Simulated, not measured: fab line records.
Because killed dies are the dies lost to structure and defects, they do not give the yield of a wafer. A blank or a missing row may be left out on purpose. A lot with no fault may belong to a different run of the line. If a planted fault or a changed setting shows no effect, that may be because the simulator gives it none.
Which tool is to blame? || flow gf180mcu || 14 lots, 40 wafers sampled, at 5 steps of a route of 602

WHAT THE GAUGES SHOWED, per wafer
GF_PSD_TW_MEAS_11. Usual: PSD_TW gives 3172 (standard deviation 15).
{"lot": "L970", "measured": "day 15 01:51", "on": "filmMetro-03", "PSD_TW": "3176 3164 3180", "flag": ""}
{"lot": "L973", "measured": "day 15 23:43", "on": "filmMetro-03", "PSD_TW": "3173 3166 3161", "flag": ""}
{"lot": "L974", "measured": "day 16 08:58", "on": "filmMetro-03", "PSD_TW": "3173 3158 3181", "flag": ""}
{"lot": "L976", "measured": "day 17 00:50", "on": "filmMetro-04", "PSD_TW": "3164 3176 3184", "flag": ""}
{"lot": "L975", "measured": "day 17 01:08", "on": "filmMetro-04", "PSD_TW": "3179 3176 3163", "flag": ""}
{"lot": "L977", "measured": "day 17 09:14", "on": "filmMetro-04", "PSD_TW": "3159 3165 3162", "flag": ""}
{"lot": "L978", "measured": "day 17 20:13", "on": "filmMetro-04", "PSD_TW": "3180 3176 3168", "flag": ""}
{"lot": "L979", "measured": "day 18 07:01", "on": "filmMetro-03", "PSD_TW": "3146 3147 3170", "flag": ""}
{"lot": "L984", "measured": "day 19 14:47", "on": "filmMetro-01", "PSD_TW": "3199 3183 3178", "flag": ""}
{"lot": "L987", "measured": "day 20 20:53", "on": "filmMetro-01", "PSD_TW": "3191 3185 3167", "flag": ""}
{"lot": "L988", "measured": "day 21 06:10", "on": "filmMetro-03", "PSD_TW": "3175 3187", "flag": ""}
{"lot": "L989", "measured": "day 21 09:53", "on": "filmMetro-01", "PSD_TW": "3155 3172 3148", "flag": ""}
{"lot": "L990", "measured": "day 21 21:35", "on": "filmMetro-01", "PSD_TW": "3157 3152", "flag": ""}
{"lot": "L991", "measured": "day 22 04:11", "on": "filmMetro-03", "PSD_TW": "3162 3164 3168", "flag": ""}

GF_SAB_THK_MEAS_01. Usual: SAB_CVD_00_THK gives 50.0 nm (standard deviation 0.65).
{"lot": "L970", "measured": "day 15 02:18", "on": "filmMetro-01", "SAB_CVD_00_THK (nm)": "48.9 50.1 50.2", "flag": ""}
{"lot": "L973", "measured": "day 16 00:11", "on": "filmMetro-01", "SAB_CVD_00_THK (nm)": "49.1 50.2 49.9", "flag": ""}
{"lot": "L974", "measured": "day 16 09:25", "on": "filmMetro-01", "SAB_CVD_00_THK (nm)": "50.3 50.7 50.0", "flag": ""}
{"lot": "L976", "measured": "day 17 01:17", "on": "filmMetro-04", "SAB_CVD_00_THK (nm)": "49.5 50.7 50.4", "flag": ""}
{"lot": "L975", "measured": "day 17 01:40", "on": "filmMetro-02", "SAB_CVD_00_THK (nm)": "49.1 50.4 50.3", "flag": ""}
{"lot": "L977", "measured": "day 17 09:41", "on": "filmMetro-02", "SAB_CVD_00_THK (nm)": "50.0 49.7 50.0", "flag": ""}
{"lot": "L978", "measured": "day 17 20:40", "on": "filmMetro-04", "SAB_CVD_00_THK (nm)": "50.3 50.3 50.7", "flag": ""}
{"lot": "L979", "measured": "day 18 07:28", "on": "filmMetro-02", "SAB_CVD_00_THK (nm)": "44.2 44.9 45.9", "flag": "OFF"}
{"lot": "L984", "measured": "day 19 15:15", "on": "filmMetro-04", "SAB_CVD_00_THK (nm)": "45.3 45.7 46.4", "flag": "OFF"}
{"lot": "L987", "measured": "day 20 21:20", "on": "filmMetro-01", "SAB_CVD_00_THK (nm)": "48.8 49.5 50.3", "flag": ""}
{"lot": "L988", "measured": "day 21 06:37", "on": "filmMetro-04", "SAB_CVD_00_THK (nm)": "50.3 51.3", "flag": ""}
{"lot": "L989", "measured": "day 21 10:20", "on": "filmMetro-04", "SAB_CVD_00_THK (nm)": "49.9 50.6 50.8", "flag": ""}
{"lot": "L990", "measured": "day 21 22:03", "on": "filmMetro-04", "SAB_CVD_00_THK (nm)": "50.1 50.5", "flag": ""}
{"lot": "L991", "measured": "day 22 04:38", "on": "filmMetro-02", "SAB_CVD_00_THK (nm)": "49.2 50.3 49.7", "flag": ""}

GF_SALICIDE_THK_MEAS_05: measures by xrf. Usual: SALICIDE_TIN_THK gives 19.72 nm (standard deviation 0.24).
{"lot": "L970", "measured": "day 16 00:42", "on": "filmMetro-02", "SALICIDE_TIN_THK (nm)": "19.62 19.63 19.82", "flag": ""}
{"lot": "L973", "measured": "day 16 23:14", "on": "filmMetro-04", "SALICIDE_TIN_THK (nm)": "19.79 19.96 19.96", "flag": ""}
{"lot": "L974", "measured": "day 17 08:47", "on": "filmMetro-03", "SALICIDE_TIN_THK (nm)": "19.07 19.42 19.40", "flag": ""}
{"lot": "L976", "measured": "day 18 00:08", "on": "filmMetro-03", "SALICIDE_TIN_THK (nm)": "19.93 19.61 20.01", "flag": ""}
{"lot": "L975", "measured": "day 18 00:14", "on": "filmMetro-02", "SALICIDE_TIN_THK (nm)": "19.49 19.24 19.41", "flag": ""}
{"lot": "L977", "measured": "day 18 09:20", "on": "filmMetro-02", "SALICIDE_TIN_THK (nm)": "19.86 19.67 19.76", "flag": ""}
{"lot": "L978", "measured": "day 18 21:10", "on": "filmMetro-03", "SALICIDE_TIN_THK (nm)": "19.75 19.55 19.58", "flag": ""}
{"lot": "L979", "measured": "day 19 08:02", "on": "filmMetro-02", "SALICIDE_TIN_THK (nm)": "19.63 19.54 19.60", "flag": ""}
{"lot": "L984", "measured": "day 20 15:08", "on": "filmMetro-02", "SALICIDE_TIN_THK (nm)": "19.68 19.89 20.16", "flag": ""}
{"lot": "L987", "measured": "day 21 21:26", "on": "filmMetro-04", "SALICIDE_TIN_THK (nm)": "19.69 19.43 19.97", "flag": ""}
{"lot": "L988", "measured": "day 22 06:55", "on": "filmMetro-04", "SALICIDE_TIN_THK (nm)": "19.42 19.95", "flag": ""}
{"lot": "L989", "measured": "day 22 09:53", "on": "filmMetro-03", "SALICIDE_TIN_THK (nm)": "20.01 19.73 19.54", "flag": ""}
{"lot": "L990", "measured": "day 22 21:47", "on": "filmMetro-03", "SALICIDE_TIN_THK (nm)": "19.50 19.81", "flag": ""}
{"lot": "L991", "measured": "day 23 04:35", "on": "filmMetro-04", "SALICIDE_TIN_THK (nm)": "19.83 19.70 19.83", "flag": ""}

GF_CONTACT_THK_MEAS_01. Usual: CONTACT_CVD_00_THK gives 311.0 nm (standard deviation 3).
{"lot": "L970", "measured": "day 16 01:07", "on": "filmMetro-01", "CONTACT_CVD_00_THK (nm)": "309.9 312.6 312.8", "flag": ""}
{"lot": "L973", "measured": "day 16 23:43", "on": "filmMetro-03", "CONTACT_CVD_00_THK (nm)": "309.4 310.9 311.0", "flag": ""}
{"lot": "L974", "measured": "day 17 09:10", "on": "filmMetro-02", "CONTACT_CVD_00_THK (nm)": "308.1 308.4 308.5", "flag": ""}
{"lot": "L976", "measured": "day 18 00:32", "on": "filmMetro-01", "CONTACT_CVD_00_THK (nm)": "313.3 307.5 309.4", "flag": ""}
{"lot": "L975", "measured": "day 18 00:50", "on": "filmMetro-03", "CONTACT_CVD_00_THK (nm)": "317.1 310.1 315.6", "flag": ""}
{"lot": "L977", "measured": "day 18 09:44", "on": "filmMetro-02", "CONTACT_CVD_00_THK (nm)": "308.4 311.7 312.0", "flag": ""}
{"lot": "L978", "measured": "day 18 21:34", "on": "filmMetro-03", "CONTACT_CVD_00_THK (nm)": "317.8 313.6 314.0", "flag": ""}
{"lot": "L979", "measured": "day 19 08:26", "on": "filmMetro-01", "CONTACT_CVD_00_THK (nm)": "314.7 310.6 311.2", "flag": ""}
{"lot": "L984", "measured": "day 20 15:32", "on": "filmMetro-03", "CONTACT_CVD_00_THK (nm)": "308.1 312.6 312.9", "flag": ""}
{"lot": "L987", "measured": "day 21 21:50", "on": "filmMetro-01", "CONTACT_CVD_00_THK (nm)": "311.2 308.6 308.5", "flag": ""}
{"lot": "L988", "measured": "day 22 07:19", "on": "filmMetro-03", "CONTACT_CVD_00_THK (nm)": "312.0 310.9", "flag": ""}
{"lot": "L989", "measured": "day 22 10:17", "on": "filmMetro-01", "CONTACT_CVD_00_THK (nm)": "312.8 313.8 312.7", "flag": ""}
{"lot": "L990", "measured": "day 22 22:13", "on": "filmMetro-03", "CONTACT_CVD_00_THK (nm)": "314.1 314.9", "flag": ""}
{"lot": "L991", "measured": "day 23 04:59", "on": "filmMetro-03", "CONTACT_CVD_00_THK (nm)": "309.7 310.5 311.3", "flag": ""}

TOOL THAT RAN EACH LOT (tool first, then ch and the chambers of the sampled wafers, then the start)
{"lot": "L970", "GF_SAB_CVD_00": "pecvd-02 ch 1,2, day 15 02:16"}
{"lot": "L973", "GF_SAB_CVD_00": "pecvd-02 ch 0,1, day 16 00:09"}
{"lot": "L974", "GF_SAB_CVD_00": "pecvd-04 ch 0,2, day 16 09:24"}
{"lot": "L976", "GF_SAB_CVD_00": "pecvd-04 ch 0,1,2, day 17 01:16"}
{"lot": "L975", "GF_SAB_CVD_00": "pecvd-01 ch 0,1,2, day 17 01:39"}
{"lot": "L977", "GF_SAB_CVD_00": "pecvd-01 ch 0,1,2, day 17 09:40"}
{"lot": "L978", "GF_SAB_CVD_00": "pecvd-02 ch 0,1,2, day 17 20:38"}
{"lot": "L979", "GF_SAB_CVD_00": "pecvd-04 ch 0,1, day 18 07:27"}
{"lot": "L984", "GF_SAB_CVD_00": "pecvd-04 ch 1,2, day 19 15:13"}
{"lot": "L987", "GF_SAB_CVD_00": "pecvd-02 ch 0,1, day 20 21:19"}
{"lot": "L988", "GF_SAB_CVD_00": "pecvd-01 ch 1,2, day 21 06:35"}
{"lot": "L989", "GF_SAB_CVD_00": "pecvd-01 ch 0,1, day 21 10:17"}
{"lot": "L990", "GF_SAB_CVD_00": "pecvd-02 ch 0,2, day 21 22:01"}
{"lot": "L991", "GF_SAB_CVD_00": "pecvd-04 ch 0,1,2, day 22 04:35"}
- GF_SAB_CVD_00: deposits SiO2 from TEOS, target thk 50 nm, time 4.9302 s.

AS READ BY THE TOOLS THEMSELVES (means over the sampled wafers that have a number; for cases with no such wafer, the mark the record gives instead)
GF_SAB_CVD_00. Usual: heaterPowerW 666 W, standard deviation 100; susceptorTempC 400.02 C, standard deviation 0.2.
{"lot": "L970", "tool": "pecvd-02", "heaterPowerW (W)": 700, "susceptorTempC (C)": 400.01, "flag": ""}
{"lot": "L973", "tool": "pecvd-02", "heaterPowerW (W)": 615, "susceptorTempC (C)": 400.14, "flag": ""}
{"lot": "L974", "tool": "pecvd-04", "heaterPowerW (W)": 651, "susceptorTempC (C)": 400.12, "flag": ""}
{"lot": "L976", "tool": "pecvd-04", "heaterPowerW (W)": 631, "susceptorTempC (C)": 399.85, "flag": ""}
{"lot": "L975", "tool": "pecvd-01", "heaterPowerW (W)": 705, "susceptorTempC (C)": 400.12, "flag": ""}
{"lot": "L977", "tool": "pecvd-01", "heaterPowerW (W)": 678, "susceptorTempC (C)": 399.77, "flag": ""}
{"lot": "L978", "tool": "pecvd-02", "heaterPowerW (W)": 693, "susceptorTempC (C)": 399.93, "flag": ""}
{"lot": "L979", "tool": "pecvd-04", "heaterPowerW (W)": 537, "susceptorTempC (C)": 400.19, "flag": ""}
{"lot": "L984", "tool": "pecvd-04", "heaterPowerW (W)": 648, "susceptorTempC (C)": 399.89, "flag": ""}
{"lot": "L987", "tool": "pecvd-02", "heaterPowerW (W)": 618, "susceptorTempC (C)": 399.85, "flag": ""}
{"lot": "L988", "tool": "pecvd-01", "heaterPowerW (W)": 810, "susceptorTempC (C)": 400.28, "flag": ""}
{"lot": "L989", "tool": "pecvd-01", "heaterPowerW (W)": 711, "susceptorTempC (C)": 400.06, "flag": ""}
{"lot": "L990", "tool": "pecvd-02", "heaterPowerW (W)": 696, "susceptorTempC (C)": 400.06, "flag": ""}
{"lot": "L991", "tool": "pecvd-04", "heaterPowerW (W)": 635, "susceptorTempC (C)": 399.87, "flag": ""}

THE ANSWER, worked out from the rows above alone
Rule: lot off if the mean of its wafers having a number is beyond 3 standard deviations from the usual mean. Also off: a lot with no number at a reading for which 4 or more lots have one. Any other lot the step has rows for is counted as sound. The gauges are gone through in route order, then the tools' own readings, and for those a lot's mean is taken as printed above. At the first step where some lot is off, the reading lying furthest off is the one used; lots without a number count as furthest.
Off: at GF_SAB_THK_MEAS_01 (SAB_CVD_00_THK), L979, L984.
A tool fits if, at a process step before that reading, it ran every lot that is off, and no sound lot after the first of them. Gauges at GF_SAB_THK_MEAS_01: tried the same way as those tools. Not one of the candidates tried fits.

WHAT THE SIMULATOR PUT IN
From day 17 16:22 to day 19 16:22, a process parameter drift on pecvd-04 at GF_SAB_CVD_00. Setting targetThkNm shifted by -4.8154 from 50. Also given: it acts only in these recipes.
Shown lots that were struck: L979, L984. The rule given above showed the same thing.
